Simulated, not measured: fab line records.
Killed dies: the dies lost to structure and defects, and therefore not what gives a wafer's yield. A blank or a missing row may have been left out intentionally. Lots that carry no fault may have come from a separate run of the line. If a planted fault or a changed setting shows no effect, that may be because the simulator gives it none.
Matching of chambers ; flow gf180mcu ; GF_PASSIVATION_ETCH_11 on rie-diel-01 has 4 sister chambers
The step etches the open film in CF4/O2, stops on TiN, target depth 1800 nm, time 400 s. 4 wafers are shown with their chamber, then 9 later ones without.

WAFERS WITH THEIR CHAMBER
wafer;chamber;drypump-motor-current-A (A)
L080.5;0;5.9
L091.1;3;6.4
L091.3;1;5.5
L091.4;2;5.5

WAFERS MISSING THEIR CHAMBER
wafer;drypump-motor-current-A (A)
L092.2;5.5
L092.4;6.4
L092.6;5.5
L095.1;5.5
L095.2;6.4
L095.3;5.6
L095.4;5.9
L095.5;5.6
L095.6;5.5

EACH ONE'S CHAMBER
wafer;from the rows above;in truth
L092.2;can't be placed: 1 or 2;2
L092.4;3;3
L092.6;can't be placed: 1 or 2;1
L095.1;can't be placed: 1 or 2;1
L095.2;3;3
L095.3;can't be placed: 1 or 2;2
L095.4;0;0
L095.5;can't be placed: 1 or 2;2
L095.6;can't be placed: 1 or 2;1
Placed correctly: 3 of 9. Unplaceable from these rows: 6, with the true chamber sitting among the candidates in 6. Wrongly placed: 0.
How it was worked out, from the rows above alone: a wafer's distance from a chamber is the root of the sum, over the readings, of the square of ((its reading less the chamber's mean) divided by the reading's scatter). The wafer belongs to the nearest chamber; if the next one is less than 2 further off, it can't be placed. For every chamber, the mean is computed from those of its wafers that are shown. The scatter (one wafer shown for each chamber): square how far every hidden wafer sits from the nearest shown wafer, average those squares and take the square root.
